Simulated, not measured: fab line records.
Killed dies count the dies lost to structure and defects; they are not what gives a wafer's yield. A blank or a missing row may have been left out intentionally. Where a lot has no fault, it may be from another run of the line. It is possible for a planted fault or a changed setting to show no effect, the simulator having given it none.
The tool behind it: which one? | flow gf180mcu | Sampling: 6 lots, 18 wafers, 2 of 602 route steps

== WHAT EACH GAUGE READ, for each wafer ==
GF_VT_IMPLANT_RS_MEAS_49: measurement is done with a four-point probe.
lot  | measured     | on           | MVPSD_RS (ohm/sq)
L737 | day 8 02:54  | filmMetro-01 | 1171.4 1172.2 1170.3
L740 | day 8 19:13  | filmMetro-02 | 1168.5 1167.9 1169.8
L744 | day 9 23:50  | filmMetro-01 | 1172.0 1166.4 1174.4
L751 | day 12 01:56 | filmMetro-01 | 1170.1 1168.5 1168.0
L755 | day 13 12:42 | filmMetro-03 | 1166.0 1165.1 1165.8
L758 | day 14 05:31 | filmMetro-02 | 1066.5 1068.0 1069.3 1067.4 1069.3 1070.9

== WHICH TOOL RAN EACH LOT (tool, then ch and the chambers of the sampled wafers, then the start) ==
lot  | GF_MVPSD_IMPLANT_08
L737 | implanter-01 ch 0, day 5 13:49
L740 | implanter-04 ch 0, day 6 03:39
L744 | implanter-04 ch 0, day 7 05:10
L751 | implanter-04 ch 0, day 9 00:04
L755 | implanter-02 ch 0, day 10 08:24
L758 | implanter-04 ch 0, day 10 23:24
- GF_MVPSD_IMPLANT_08

== THE ANSWER, worked out from the rows above alone ==
Rule: what is usual is taken from the lots themselves. Put in order of their means at a reading, lots are off if they are a third of the lots or fewer, leave a main group of 4 or more, and stand apart from it by a gap of 3 or more times the standard deviation of the main group's means; of several such gaps the widest counts. A main group is skipped when, at the precision printed for the reading in the tables above, its means are all equal. Also off: a lot with no number at a reading for which 4 or more lots have one. All remaining lots with rows at the step are treated as sound.
Off: L758, at GF_VT_IMPLANT_RS_MEAS_49 (MVPSD_RS). Main group: mean 1169.1 ohm/sq, sd 2.
If a tool, at a process step before that reading, ran all the lots that are off and no sound lot after the first of them, it fits. The gauges at GF_VT_IMPLANT_RS_MEAS_49 are tried like those tools. Can't be told from this: 2 tools fit, implanter-04 at GF_MVPSD_IMPLANT_08, filmMetro-02 at GF_VT_IMPLANT_RS_MEAS_49.

== WHAT THE SIMULATOR HAD PUT IN ==
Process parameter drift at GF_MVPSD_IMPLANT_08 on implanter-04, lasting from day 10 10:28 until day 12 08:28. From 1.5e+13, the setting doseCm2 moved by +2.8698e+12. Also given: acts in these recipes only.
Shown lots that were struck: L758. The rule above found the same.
